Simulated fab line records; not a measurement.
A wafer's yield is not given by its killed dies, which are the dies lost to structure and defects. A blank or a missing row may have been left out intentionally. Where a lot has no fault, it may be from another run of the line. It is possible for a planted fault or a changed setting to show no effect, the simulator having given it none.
Matching of chambers + flow gf180mcu + pecvd-03 running GF_SAB_CVD_00: 3 sister chambers
The step deposits SiO2 from TEOS, target thk 50 nm, time 4.9302 s. 3 wafers are shown with their chamber, then 7 later ones without.

## WAFERS PAIRED WITH THEIR CHAMBERS
| wafer  | chamber | heater power w (W) |
|--------|---------|--------------------|
| L154.6 | 1       | 688                |
| L162.2 | 0       | 568                |
| L162.5 | 2       | 584                |

## WAFERS WITHOUT THEIR CHAMBER
| wafer  | heater power w (W) |
|--------|--------------------|
| L162.6 | 737                |
| L167.2 | 735                |
| L167.4 | 757                |
| L167.5 | 541                |
| L169.4 | 701                |
| L169.5 | 551                |
| L169.6 | 561                |

## CHAMBER TAKEN BY EACH
| wafer  | from the rows above     | in truth |
|--------|-------------------------|----------|
| L162.6 | 1                       | 1        |
| L167.2 | 1                       | 1        |
| L167.4 | 1                       | 1        |
| L167.5 | can't be placed: 0 or 2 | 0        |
| L169.4 | 1                       | 1        |
| L169.5 | can't be placed: 0 or 2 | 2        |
| L169.6 | can't be placed: 0 or 2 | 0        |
4 of 7 placed correctly. These rows do not allow placing 3 (true chamber among the candidates in 3). Wrongly placed: 0.
How it was worked out, from the rows above alone: a wafer's distance from a chamber is the root of the sum, over the readings, of the square of ((its reading less the chamber's mean) divided by the reading's scatter). The wafer belongs to the nearest chamber; if the next one is less than 2 further off, it can't be placed. Each chamber's mean is taken over the wafers shown for it. The scatter: root of mean squared gap, hidden wafer to nearest shown wafer, with one shown wafer a chamber.
